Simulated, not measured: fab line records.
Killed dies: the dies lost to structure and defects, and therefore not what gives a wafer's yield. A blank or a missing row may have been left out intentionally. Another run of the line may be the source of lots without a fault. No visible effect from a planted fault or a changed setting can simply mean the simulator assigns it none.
A sampling plan put to the test :: flow gf180mcu :: 19 faults told of in these records, all on one fab line, each judged by the records of the lots it struck
The plan is the line's own looks: the steps of the route at which a gauge or an inspection reads the wafer and doesn't change it. A look can be judged if struck wafers have a number there and the file gives its usual mean and standard deviation on fault-free wafers. Caught: a look later than the fault's first step finds the struck wafers' mean 4 or more of those standard deviations (sigma) from the usual mean. On the tool: the same test on the tool's own readings at the fault's steps. If the struck wafers alone have a blank record, or they carry another recipe, that too counts as caught.

== THE FAULTS, as the simulator had put them in ==
1. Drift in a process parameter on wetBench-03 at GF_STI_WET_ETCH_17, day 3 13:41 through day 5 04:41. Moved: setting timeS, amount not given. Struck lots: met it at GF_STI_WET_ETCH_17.
2. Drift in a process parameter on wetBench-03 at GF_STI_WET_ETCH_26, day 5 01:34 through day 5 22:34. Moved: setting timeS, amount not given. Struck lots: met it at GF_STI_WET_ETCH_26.
3. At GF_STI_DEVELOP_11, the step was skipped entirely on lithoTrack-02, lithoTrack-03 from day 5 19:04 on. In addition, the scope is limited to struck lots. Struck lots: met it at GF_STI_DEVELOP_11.
4. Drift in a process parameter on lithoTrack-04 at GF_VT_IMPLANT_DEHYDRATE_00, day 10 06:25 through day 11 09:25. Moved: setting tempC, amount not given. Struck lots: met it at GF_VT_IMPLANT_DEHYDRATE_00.
5. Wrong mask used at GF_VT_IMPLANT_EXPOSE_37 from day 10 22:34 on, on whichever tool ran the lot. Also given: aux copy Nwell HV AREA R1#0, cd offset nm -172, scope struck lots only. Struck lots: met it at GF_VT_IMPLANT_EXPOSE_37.
6. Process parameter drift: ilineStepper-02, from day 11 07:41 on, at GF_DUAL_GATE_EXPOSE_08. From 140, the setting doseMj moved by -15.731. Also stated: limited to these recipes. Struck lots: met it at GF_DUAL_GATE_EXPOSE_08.
7. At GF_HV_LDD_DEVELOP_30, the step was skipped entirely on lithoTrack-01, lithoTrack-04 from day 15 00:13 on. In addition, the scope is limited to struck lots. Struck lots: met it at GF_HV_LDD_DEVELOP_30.
8. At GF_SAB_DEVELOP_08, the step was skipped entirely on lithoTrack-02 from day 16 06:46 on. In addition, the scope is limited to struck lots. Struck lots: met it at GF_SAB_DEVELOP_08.
9. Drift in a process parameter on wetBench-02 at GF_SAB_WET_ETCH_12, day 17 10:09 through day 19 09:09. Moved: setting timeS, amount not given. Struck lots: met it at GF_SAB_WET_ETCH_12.
10. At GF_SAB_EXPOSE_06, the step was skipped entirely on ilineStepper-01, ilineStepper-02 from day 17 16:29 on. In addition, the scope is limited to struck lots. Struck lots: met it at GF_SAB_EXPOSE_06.
11. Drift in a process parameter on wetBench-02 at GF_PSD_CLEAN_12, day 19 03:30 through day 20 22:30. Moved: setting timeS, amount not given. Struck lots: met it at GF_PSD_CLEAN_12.
12. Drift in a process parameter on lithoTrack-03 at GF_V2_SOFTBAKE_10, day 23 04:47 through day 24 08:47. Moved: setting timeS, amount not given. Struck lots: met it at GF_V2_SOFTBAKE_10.
13. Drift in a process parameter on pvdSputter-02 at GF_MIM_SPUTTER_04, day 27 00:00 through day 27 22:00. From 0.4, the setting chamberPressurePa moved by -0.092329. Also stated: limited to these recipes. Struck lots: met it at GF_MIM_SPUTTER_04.
14. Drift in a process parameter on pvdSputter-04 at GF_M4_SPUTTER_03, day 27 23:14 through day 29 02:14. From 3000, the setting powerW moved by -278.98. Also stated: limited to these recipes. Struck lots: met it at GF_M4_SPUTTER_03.
15. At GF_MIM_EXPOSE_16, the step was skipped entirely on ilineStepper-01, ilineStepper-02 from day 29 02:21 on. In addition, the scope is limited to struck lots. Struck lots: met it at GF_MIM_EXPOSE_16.
16. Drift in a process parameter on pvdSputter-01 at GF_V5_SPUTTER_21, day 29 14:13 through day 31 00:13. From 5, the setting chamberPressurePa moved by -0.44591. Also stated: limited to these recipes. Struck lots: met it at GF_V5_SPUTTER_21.
17. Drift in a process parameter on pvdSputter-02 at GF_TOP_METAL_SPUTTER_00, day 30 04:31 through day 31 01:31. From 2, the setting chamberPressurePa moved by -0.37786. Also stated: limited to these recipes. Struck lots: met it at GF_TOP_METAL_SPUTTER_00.
18. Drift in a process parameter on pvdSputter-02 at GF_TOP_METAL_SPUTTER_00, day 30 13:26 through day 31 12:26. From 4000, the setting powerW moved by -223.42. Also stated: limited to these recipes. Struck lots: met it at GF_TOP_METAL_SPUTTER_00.
19. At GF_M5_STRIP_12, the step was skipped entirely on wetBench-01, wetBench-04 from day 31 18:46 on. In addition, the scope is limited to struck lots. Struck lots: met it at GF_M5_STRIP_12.

== WHAT THE PLAN SAW ==
fault: 1
on the tool itself: runLengthS -99 or beyond sigma
first look that catches it: none of the 2 looks that can be judged after it
reading, sigma: -
median hours from its first step to that look: -
hours from the fault's start to the first struck lot there: -
judged looks passed uncaught: 2

fault: 2
on the tool itself: runLengthS -43 sigma
first look that catches it: none of the 3 looks that can be judged after it
reading, sigma: -
median hours from its first step to that look: -
hours from the fault's start to the first struck lot there: -
judged looks passed uncaught: 3

fault: 3
on the tool itself: the tool's record is blank for the struck wafers
first look that catches it: no look after it can be judged
reading, sigma: -
median hours from its first step to that look: -
hours from the fault's start to the first struck lot there: -
judged looks passed uncaught: 0

fault: 4
on the tool itself: heaterPowerTotalW -87 sigma
first look that catches it: no look after it can be judged
reading, sigma: -
median hours from its first step to that look: -
hours from the fault's start to the first struck lot there: -
judged looks passed uncaught: 0

fault: 5
on the tool itself: under 2 sigma
first look that catches it: no look after it can be judged
reading, sigma: -
median hours from its first step to that look: -
hours from the fault's start to the first struck lot there: -
judged looks passed uncaught: 0

fault: 6
on the tool itself: exposureDoseMJCm2 -99 or beyond sigma
first look that catches it: none of the 2 looks that can be judged after it
reading, sigma: -
median hours from its first step to that look: -
hours from the fault's start to the first struck lot there: -
judged looks passed uncaught: 2

fault: 7
on the tool itself: the tool's record is blank for the struck wafers
first look that catches it: not the one look that can be judged after it
reading, sigma: -
median hours from its first step to that look: -
hours from the fault's start to the first struck lot there: -
judged looks passed uncaught: 1

fault: 8
on the tool itself: the tool's record is blank for the struck wafers
first look that catches it: no look after it can be judged
reading, sigma: -
median hours from its first step to that look: -
hours from the fault's start to the first struck lot there: -
judged looks passed uncaught: 0

fault: 9
on the tool itself: runLengthS -57 sigma
first look that catches it: none of the 2 looks that can be judged after it
reading, sigma: -
median hours from its first step to that look: -
hours from the fault's start to the first struck lot there: -
judged looks passed uncaught: 2

fault: 10
on the tool itself: no reading that can be judged
first look that catches it: no look after it can be judged
reading, sigma: -
median hours from its first step to that look: -
hours from the fault's start to the first struck lot there: -
judged looks passed uncaught: 0

fault: 11
on the tool itself: only faintly: runLengthS +3.7 sigma
first look that catches it: no look after it can be judged
reading, sigma: -
median hours from its first step to that look: -
hours from the fault's start to the first struck lot there: -
judged looks passed uncaught: 0

fault: 12
on the tool itself: heaterPowerTotalW +86 sigma
first look that catches it: no look after it can be judged
reading, sigma: -
median hours from its first step to that look: -
hours from the fault's start to the first struck lot there: -
judged looks passed uncaught: 0

fault: 13
on the tool itself: chamberPressurePa -99 or beyond sigma
first look that catches it: no look after it can be judged
reading, sigma: -
median hours from its first step to that look: -
hours from the fault's start to the first struck lot there: -
judged looks passed uncaught: 0

fault: 14
on the tool itself: cathodeDcPowerW -99 or beyond sigma
first look that catches it: not the one look that can be judged after it
reading, sigma: -
median hours from its first step to that look: -
hours from the fault's start to the first struck lot there: -
judged looks passed uncaught: 1

fault: 15
on the tool itself: no reading that can be judged
first look that catches it: no look after it can be judged
reading, sigma: -
median hours from its first step to that look: -
hours from the fault's start to the first struck lot there: -
judged looks passed uncaught: 0

fault: 16
on the tool itself: chamberPressurePa -48 sigma
first look that catches it: no look after it can be judged
reading, sigma: -
median hours from its first step to that look: -
hours from the fault's start to the first struck lot there: -
judged looks passed uncaught: 0

fault: 17
on the tool itself: chamberPressurePa -97 sigma
first look that catches it: no look after it can be judged
reading, sigma: -
median hours from its first step to that look: -
hours from the fault's start to the first struck lot there: -
judged looks passed uncaught: 0

fault: 18
on the tool itself: cathodeDcPowerW -99 or beyond sigma
first look that catches it: not the one look that can be judged after it
reading, sigma: -
median hours from its first step to that look: -
hours from the fault's start to the first struck lot there: -
judged looks passed uncaught: 1

fault: 19
on the tool itself: the tool's record is blank for the struck wafers
first look that catches it: no look after it can be judged
reading, sigma: -
median hours from its first step to that look: -
hours from the fault's start to the first struck lot there: -
judged looks passed uncaught: 0
Dash: fault not caught, or number not given in these records.

Caught at a look: 0 of 19. Caught on the tool: 15 of 19. By one or the other: 15 of 19.
Faults caught by the tool alone: 1, 2, 3, 4, 6, 7, 8, 9, 12, 13, 14, 16, 17, 18, 19.
Caught by neither: faults 5, 10, 11, 15.
